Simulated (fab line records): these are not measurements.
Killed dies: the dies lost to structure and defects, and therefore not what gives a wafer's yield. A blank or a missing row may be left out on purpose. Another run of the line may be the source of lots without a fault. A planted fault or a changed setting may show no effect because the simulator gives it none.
A lot that was struck, set against a sound lot | flow gf180mcu | 14 out of 602 route steps
Sound: wafers L417.1, L417.4, L417.6. Wafers L416.2, L416.3, L416.4 were the ones struck. The cause is given at the end.
Per side, at each step with rows, come the tool, then ch with its chambers, and then its first start. Under that, the readings that differ: sound wafers | struck wafers | difference of the means | sigmas: that difference in standard deviations of wafers without a fault.
alike: same words and numbers on both sides, and readings whose means sit less than 2 such deviations apart. not compared: any withheld reading, any reading some wafer has no value for, any bound like >300 that may hide the same value, and any number with overlapping values for which the record gives no deviation.
Wherever a step has rows on one side only, a row that says differs or no value, or a row with sigmas, the two part there. Non-overlapping numbers with no deviation appear without sigmas and do not part them. A reading that every wafer of one side lacks parts them only if that side has two wafers or more.

GF_M1_SPUTTER_00: material Ti, target thk 37.5 nm, time 150 s.
  struck on pvd sputter-02, day 21 22:46; sound on pvd sputter-02, day 22 12:59
  alike: throttle valve pct
GF_M1_SPUTTER_01: material TiN, target thk 30 nm, time 25 s.
  struck on pvd sputter-02, day 21 22:52; sound on pvd sputter-02, day 22 13:05
  alike: throttle valve pct
GF_M1_SPUTTER_02: material AlCu, target thk 450 nm, time 23.9 s.
  struck on pvd sputter-02, day 21 22:53; sound on pvd sputter-02, day 22 13:07
  alike: throttle valve pct
GF_M1_SPUTTER_03: material Ti, target thk 10 nm, time 6.7 s.
  struck on pvd sputter-02, day 21 22:55; sound on pvd sputter-02, day 22 13:09
  alike: throttle valve pct
GF_M1_SPUTTER_04: material TiN, target thk 50 nm, time 41.7 s.
  struck on pvd sputter-02, day 21 22:56; sound on pvd sputter-02, day 22 13:10
  alike: throttle valve pct
GF_M1_RS_MEAS_05: measurement is done with a four-point probe.
  struck on film metro-02, day 21 23:00; sound on film metro-04, day 22 13:13
  alike: M1_ALCU_RS
GF_M1_THK_MEAS_06: measures by xrf.
  struck on film metro-02, day 21 23:07; sound on film metro-04, day 22 13:20
  alike: M1_ALCU_THK
then, 5 steps without rows for these wafers: GF_M1_DEHYDRATE_07 (time 60 s); GF_M1_HMDS_08 (prime time 60 s); GF_M1_COAT_09 (resist thk 1000 nm); GF_M1_SOFTBAKE_10 (time 60 s); GF_M1_EXPOSE_11 (exposes mask Metal1, target cd 230 nm).
GF_M1_PEB_12: peb time 90 s.
  sound on litho track-01 ch 0, day 23 11:52; struck on litho track-04, day 22 21:25
  no value came back on the struck wafers for chill plate temp C (C), exhaust pa (Pa); on the sound wafers chill plate temp C (C) reads 23.07 22.96 23.06
then, 1 step without rows for these wafers: GF_M1_DEVELOP_13 (develop time 60 s).

WHERE THEY PART
Only at GF_M1_PEB_12, as far as this record shows.

WHY: the cause the simulator had injected
At GF_M1_PEB_12, the step was skipped entirely on litho track-04 from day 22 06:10 on. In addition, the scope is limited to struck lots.
